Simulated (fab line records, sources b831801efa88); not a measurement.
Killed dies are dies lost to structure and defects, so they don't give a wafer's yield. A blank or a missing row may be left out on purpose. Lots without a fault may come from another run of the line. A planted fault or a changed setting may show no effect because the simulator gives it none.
Which tool did it? | flow sky130 | 7 lots, 21 wafers sampled, at 3 steps of a route of 708

WHAT THE GAUGES READ, wafer by wafer
SKY_LDD_LDN_OVL_MEAS_07.
lot  | measured     | on         | LDD_LDN_OVL (nm)
L522 | day 22 23:51 | overlay-02 | 1.9 1.0 1.2
L527 | day 25 15:37 | overlay-02 | -0.7 -0.2 1.0
L528 | day 25 16:35 | overlay-02 | -0.5 0.1 1.7
L531 | day 26 21:23 | overlay-01 | -1.1 -0.6 -3.4
L533 | day 27 02:55 | overlay-01 | -1.3 -3.2 -0.6
L541 | day 29 17:54 | overlay-02 | -1.6 -0.6 -0.3
L543 | day 30 04:50 | overlay-02 | 1.5 0.5 -0.1

WHICH TOOL RAN EACH LOT (tool, then ch and the chambers of the sampled wafers, then the start)
lot  | SKY_POLY_GATE_STRIP_18               | SKY_LDD_HVP_STRIP_09
L522 | plasma_asher-02 ch 0,1, day 16 12:37 | plasma_asher-03 ch 0,1, day 21 17:26
L527 | plasma_asher-03 ch 0, day 19 04:29   | plasma_asher-03 ch 0,1, day 24 10:14
L528 | plasma_asher-03 ch 0,1, day 19 05:01 | plasma_asher-03 ch 0,1, day 24 11:38
L531 | plasma_asher-02 ch 0,1, day 20 11:52 | plasma_asher-02 ch 0,1, day 25 16:26
L533 | plasma_asher-04 ch 0,1, day 20 18:38 | plasma_asher-03 ch 0,1, day 25 22:04
L541 | plasma_asher-03 ch 0,1, day 23 14:52 | plasma_asher-03 ch 0,1, day 28 14:23
L543 | plasma_asher-03 ch 0,1, day 24 00:41 | plasma_asher-02 ch 0,1, day 29 01:05
- SKY_POLY_GATE_STRIP_18: strips in O2/N2.
- SKY_LDD_HVP_STRIP_09: strips in O2/N2.

THE ANSWER, worked out from the rows above alone
Rule: what is usual is taken from the lots themselves. Put in order of their means at a reading, lots are off if they are a third of the lots or fewer, leave a main group of 4 or more, and stand apart from it by a gap of 3 or more times the standard deviation of the main group's means; of several such gaps the widest counts. A main group whose means are all the same, to the digits that the tables above print for the reading, isn't used. A lot without any number at a reading at which 4 lots or more have one is off too. The other lots that the step has rows for count as sound.
No lot is off at any reading shown: from this, nothing can be told.

WHAT THE SIMULATOR HAD PUT IN
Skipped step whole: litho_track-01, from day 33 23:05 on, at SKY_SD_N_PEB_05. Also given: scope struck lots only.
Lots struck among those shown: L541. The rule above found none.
